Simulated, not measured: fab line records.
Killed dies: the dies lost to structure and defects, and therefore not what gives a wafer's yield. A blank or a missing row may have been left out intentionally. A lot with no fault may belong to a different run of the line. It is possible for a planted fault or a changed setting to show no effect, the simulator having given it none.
A struck lot beside a sound one | flow sky130 | 14 steps out of a route of 708
Sound: these wafers, L712.1, L712.2, L712.3. Wafers L716.1, L716.2, L716.5 were the ones struck. The cause is named last.
For every step that has rows: the tool of each side, followed by ch and its chambers, followed by its first start. Under that, the readings that differ: sound wafers | struck wafers | difference of the means | sigmas: that difference in standard deviations of wafers without a fault.
alike: readings whose means differ by less than 2 such deviations, and words and numbers that are the same on both sides. not compared: withheld readings, readings that some wafer has no value for, bounds like >300 that may hide the same value, and numbers for which the record gives no deviation and whose values overlap.
A row with sigmas, a row that says differs or no value, or rows on one side alone: a step with any of these is where the two part. Non-overlapping numbers with no deviation appear without sigmas and do not part them. Lack of a reading on every wafer of one side parts them only where that side has two or more wafers.

first, 4 steps without rows for these wafers: SKY_CONTACT_STRIP_19 (strips in O2/N2); SKY_CONTACT_STRIP_20 (strips in post etch residue remover, time 1200 s); SKY_CONTACT_CLEAN_21 (cleans in IPA, time 180 s); SKY_CONTACT_CLEAN_22 (cleans in O3/DIW).
SKY_CONTACT_SPUTTER_23: material TiN, target thk 20 nm, time 80 s.
  struck on pvd sputter-04, day 35 00:54; sound on pvd sputter-04, day 34 00:23
  alike: cathode dc power W, chamber pressure pa, throttle valve pct
SKY_CONTACT_CVD_24: deposits W, target thk 340 nm, time 102.12 s.
  sound on cvd w-01 ch 0,1, day 34 00:26; struck on cvd w-01 ch 0,1, day 35 00:58
  alike: heater power outer w, heater power w
SKY_CONTACT_RS_MEAS_25: measures by four-point-probe.
  struck on film metro-02, day 35 01:04; sound on film metro-04, day 34 00:33
  alike: CONTACT_W_RS
SKY_CONTACT_THK_MEAS_26: measures by xrf.
  struck on film metro-02, day 35 01:11; sound on film metro-04, day 34 00:40
  alike: CONTACT_W_THK
SKY_CONTACT_CMP_27: polishes, stops on SiO2, t overpolish 15 s, target thk 0 nm.
  sound on cmp-02 ch 0,2,3, day 34 00:44; struck on cmp-01 ch 2,3, day 35 01:15
  alike: motor current A, overpolish run s, time to endpoint s
SKY_METAL1_SPUTTER_00: material Ti, target thk 15 nm, time 10 s.
  struck on pvd sputter-01, day 35 01:33; sound on pvd sputter-01, day 34 01:02
  reading                | sound                | struck               | difference | sigmas
  cathode dc power W (W) | 2999.0 2999.6 3000.1 | 3000.3 3001.3 3000.7 | +1.2       | +2
  alike: chamber pressure pa, throttle valve pct
then, 2 steps without rows for these wafers: SKY_METAL1_SPUTTER_01 (material TiN, target thk 20 nm, time 16.7 s); SKY_METAL1_SPUTTER_02 (material AlCu, target thk 250 nm, time 13.3 s).
SKY_METAL1_SPUTTER_03: material Ti, target thk 5 nm, time 3.3 s.
  struck on pvd sputter-01, day 35 01:37; sound on pvd sputter-01, day 34 01:06
  no value came back on the struck wafers for cathode dc power W (W), chamber pressure pa (Pa), throttle valve pct (%); on the sound wafers cathode dc power W (W) reads 2999.5 3000.7 3000.7
SKY_METAL1_SPUTTER_04: material TiN, target thk 70 nm, time 58.3 s.
  struck on pvd sputter-01, day 35 01:38; sound on pvd sputter-01, day 34 01:07
  alike: cathode dc power W, chamber pressure pa, throttle valve pct

== WHERE THEY PART ==
At SKY_METAL1_SPUTTER_00 first; at SKY_METAL1_SPUTTER_03 last (within this record only). Later steps at which nothing parts them and some readings are alike: SKY_METAL1_SPUTTER_04.

WHY: what had been put in by the simulator
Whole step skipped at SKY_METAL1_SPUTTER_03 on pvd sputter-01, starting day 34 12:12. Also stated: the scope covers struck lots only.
